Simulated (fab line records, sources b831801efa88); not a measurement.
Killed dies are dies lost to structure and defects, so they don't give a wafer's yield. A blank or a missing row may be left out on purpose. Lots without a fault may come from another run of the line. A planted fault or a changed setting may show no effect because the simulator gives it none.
Chamber matching | flow sky130 | SKY_LI_CONTACT_ETCH_14 on rie_diel-01: 4 sister chambers
The step etches BARC in N2/H2, stops on SiO2, time 45.9 s, target depth 60 nm. 4 wafers are shown with their chamber, then 7 later ones without.

WAFERS WITH THEIR CHAMBER
wafer  | chamber | drypump_motor_current_A (A)
L676.4 | 2       | 6.3
L676.6 | 3       | 5.3
L679.2 | 1       | 6.1
L679.3 | 0       | 5.9

WAFERS WITHOUT THEIR CHAMBER
wafer  | drypump_motor_current_A (A)
L679.4 | 6.3
L681.4 | 5.9
L681.5 | 5.9
L681.6 | 5.3
L692.1 | 5.9
L692.2 | 6.1
L692.4 | 6.2

WHICH CHAMBER EACH WENT THROUGH
wafer  | from the rows above     | in truth
L679.4 | 2                       | 2
L681.4 | 0                       | 0
L681.5 | 0                       | 0
L681.6 | 3                       | 3
L692.1 | 0                       | 0
L692.2 | 1                       | 1
L692.4 | can't be placed: 2 or 1 | 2
Placed correctly: 6 of 7. Can't be placed from these rows: 1 (the true chamber is among the candidates in 1). Placed wrongly: 0.
How it was worked out, from the rows above alone: a wafer's distance from a chamber is the root of the sum, over the readings, of the square of ((its reading less the chamber's mean) divided by the reading's scatter). The wafer belongs to the nearest chamber; if the next one is less than 2 further off, it can't be placed. A chamber's mean is the mean of its shown wafers. The scatter: with one shown wafer a chamber, the root of the mean of the squares of how far each hidden wafer lies from its nearest shown one.
